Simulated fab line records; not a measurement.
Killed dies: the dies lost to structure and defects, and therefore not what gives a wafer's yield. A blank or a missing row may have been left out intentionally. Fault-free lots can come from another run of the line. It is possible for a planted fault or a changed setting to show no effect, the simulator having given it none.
Check of tool commonality || flow sky130 || 12 lots, 45 wafers sampled

## WHY THIS WAS OPENED
Of 12 lots, 3 have the reading POLY_GATE_OVL flagged at SKY_POLY_GATE_OVL_MEAS_14. No-fault wafers: -2 nm, standard deviation 4.8.
Rule: a lot is flagged when every wafer of it that has a number lies more than 4 standard deviations from that mean, or none has a number. The other lots count as sound.

{"lot": "L305", "measured": "day 18 08:28", "on": "overlay-01", "POLY_GATE_OVL (nm), wafer by wafer": "1 -9 -8", "flag": ""}
{"lot": "L303", "measured": "day 18 13:01", "on": "overlay-02", "POLY_GATE_OVL (nm), wafer by wafer": "0 1 -9", "flag": ""}
{"lot": "L304", "measured": "day 18 19:22", "on": "overlay-02", "POLY_GATE_OVL (nm), wafer by wafer": "1 -5 -9", "flag": ""}
{"lot": "L307", "measured": "day 19 06:05", "on": "overlay-02", "POLY_GATE_OVL (nm), wafer by wafer": "11 2 2", "flag": ""}
{"lot": "L308", "measured": "day 19 10:11", "on": "overlay-01", "POLY_GATE_OVL (nm), wafer by wafer": "22 22 18 23 19 18", "flag": "FLAGGED"}
{"lot": "L309", "measured": "day 19 22:53", "on": "overlay-01", "POLY_GATE_OVL (nm), wafer by wafer": "33 28 33 30 28 30", "flag": "FLAGGED"}
{"lot": "L312", "measured": "day 20 21:34", "on": "overlay-01", "POLY_GATE_OVL (nm), wafer by wafer": "33 30 34 29 27 31", "flag": "FLAGGED"}
{"lot": "L313", "measured": "day 21 06:22", "on": "overlay-01", "POLY_GATE_OVL (nm), wafer by wafer": "5 2 0", "flag": ""}
{"lot": "L315", "measured": "day 21 21:28", "on": "overlay-02", "POLY_GATE_OVL (nm), wafer by wafer": "3 -8 -1", "flag": ""}
{"lot": "L320", "measured": "day 23 18:49", "on": "overlay-02", "POLY_GATE_OVL (nm), wafer by wafer": "11 -4 1", "flag": ""}
{"lot": "L321", "measured": "day 24 07:56", "on": "overlay-02", "POLY_GATE_OVL (nm), wafer by wafer": "2 2 -2", "flag": ""}
{"lot": "L322", "measured": "day 24 09:14", "on": "overlay-01", "POLY_GATE_OVL (nm), wafer by wafer": "2 2 1", "flag": ""}
The numbers of the flagged lots are 27 nm on average: +29 nm against the usual, or +6 standard deviations.

## WHICH TOOL RAN EACH LOT
Before the reading, the record contains 2 process steps out of a 708-step route. Cell contents, in order: the tool; ch with the chambers the sampled wafers went through; the start.
{"lot": "L305", "flag": "", "SKY_FIELD_ISO_STRIP_16": "plasma_asher-04 ch 0,1, day 3 03:55", "SKY_POLY_GATE_EXPOSE_10": "krf_scanner-01 ch 0, day 17 17:20"}
{"lot": "L303", "flag": "", "SKY_FIELD_ISO_STRIP_16": "plasma_asher-02 ch 0,1, day 3 04:04", "SKY_POLY_GATE_EXPOSE_10": "krf_scanner-01 ch 0, day 17 22:13"}
{"lot": "L304", "flag": "", "SKY_FIELD_ISO_STRIP_16": "plasma_asher-04 ch 0,1, day 3 04:25", "SKY_POLY_GATE_EXPOSE_10": "krf_scanner-01 ch 0, day 18 04:18"}
{"lot": "L307", "flag": "", "SKY_FIELD_ISO_STRIP_16": "plasma_asher-04 ch 0,1, day 3 12:40", "SKY_POLY_GATE_EXPOSE_10": "krf_scanner-01 ch 0, day 18 15:32"}
{"lot": "L308", "flag": "FLAGGED", "SKY_FIELD_ISO_STRIP_16": "plasma_asher-01 ch 0,1, day 3 17:29", "SKY_POLY_GATE_EXPOSE_10": "krf_scanner-01 ch 0, day 18 19:14"}
{"lot": "L309", "flag": "FLAGGED", "SKY_FIELD_ISO_STRIP_16": "plasma_asher-04 ch 0,1, day 3 20:59", "SKY_POLY_GATE_EXPOSE_10": "krf_scanner-01 ch 0, day 19 07:56"}
{"lot": "L312", "flag": "FLAGGED", "SKY_FIELD_ISO_STRIP_16": "plasma_asher-04 ch 0,1, day 4 16:19", "SKY_POLY_GATE_EXPOSE_10": "krf_scanner-01 ch 0, day 20 06:55"}
{"lot": "L313", "flag": "", "SKY_FIELD_ISO_STRIP_16": "plasma_asher-01 ch 0,1, day 4 19:31", "SKY_POLY_GATE_EXPOSE_10": "krf_scanner-02 ch 0, day 20 15:31"}
{"lot": "L315", "flag": "", "SKY_FIELD_ISO_STRIP_16": "plasma_asher-01 ch 0,1, day 5 07:37", "SKY_POLY_GATE_EXPOSE_10": "krf_scanner-02 ch 0, day 21 05:55"}
{"lot": "L320", "flag": "", "SKY_FIELD_ISO_STRIP_16": "plasma_asher-02 ch 0,1, day 6 08:22", "SKY_POLY_GATE_EXPOSE_10": "krf_scanner-02 ch 0, day 23 03:40"}
{"lot": "L321", "flag": "", "SKY_FIELD_ISO_STRIP_16": "plasma_asher-02 ch 0,1, day 6 14:19", "SKY_POLY_GATE_EXPOSE_10": "krf_scanner-02 ch 0, day 23 17:10"}
{"lot": "L322", "flag": "", "SKY_FIELD_ISO_STRIP_16": "plasma_asher-02 ch 0,1, day 6 18:40", "SKY_POLY_GATE_EXPOSE_10": "krf_scanner-02 ch 0, day 23 18:39"}
What these steps do:
- SKY_FIELD_ISO_STRIP_16: strips in O2/N2.
- SKY_POLY_GATE_EXPOSE_10: exposes mask P1M, target cd 150 nm.
- SKY_POLY_GATE_OVL_MEAS_14

## FLAGGED AGAINST TOTAL, ONE TOOL AT A TIME (gauges that did the reading follow at the end)
{"step": "SKY_FIELD_ISO_STRIP_16", "tool": "plasma_asher-01", "lots run": 3, "flagged": 1, "share of the flagged lots": "some", "sound lots run after its first flagged lot": "2 (L313,L315)"}
{"step": "SKY_FIELD_ISO_STRIP_16", "tool": "plasma_asher-02", "lots run": 4, "flagged": 0, "share of the flagged lots": "none", "sound lots run after its first flagged lot": "-"}
{"step": "SKY_FIELD_ISO_STRIP_16", "tool": "plasma_asher-04", "lots run": 5, "flagged": 2, "share of the flagged lots": "some", "sound lots run after its first flagged lot": 0}
{"step": "SKY_POLY_GATE_EXPOSE_10", "tool": "krf_scanner-01", "lots run": 7, "flagged": 3, "share of the flagged lots": "all", "sound lots run after its first flagged lot": 0}
{"step": "SKY_POLY_GATE_EXPOSE_10", "tool": "krf_scanner-02", "lots run": 5, "flagged": 0, "share of the flagged lots": "none", "sound lots run after its first flagged lot": "-"}
{"step": "SKY_POLY_GATE_OVL_MEAS_14", "tool": "overlay-01", "lots run": 6, "flagged": 3, "share of the flagged lots": "all", "sound lots run after its first flagged lot": "2 (L313,L322)"}
{"step": "SKY_POLY_GATE_OVL_MEAS_14", "tool": "overlay-02", "lots run": 6, "flagged": 0, "share of the flagged lots": "none", "sound lots run after its first flagged lot": "-"}

## WHAT IS ALLOWED BY THE TABLE
In 2 table rows, all flagged lots were run: krf_scanner-01 (SKY_POLY_GATE_EXPOSE_10), overlay-01 (SKY_POLY_GATE_OVL_MEAS_14).
- krf_scanner-01 at SKY_POLY_GATE_EXPOSE_10 ran 7 lots, 3 of them flagged. A fault beginning between L307 (day 18 15:32), its last sound lot, and L308 (day 18 19:14), its first flagged one, fits the data.
- overlay-01 at SKY_POLY_GATE_OVL_MEAS_14 ran 6 lots, 3 of them flagged. Sound lots followed the first flagged one (L313, L322) on it, something a lasting fault affecting the whole tool could not allow.
One tool is left: krf_scanner-01 at SKY_POLY_GATE_EXPOSE_10.

## WHAT WAS PUT IN BY THE SIMULATOR
Scanner matching overlay: krf_scanner-01, from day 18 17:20 on, at SKY_POLY_GATE_EXPOSE_10. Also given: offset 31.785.
Lots struck among those shown: L308, L309, L312. The same result came from the rule above.
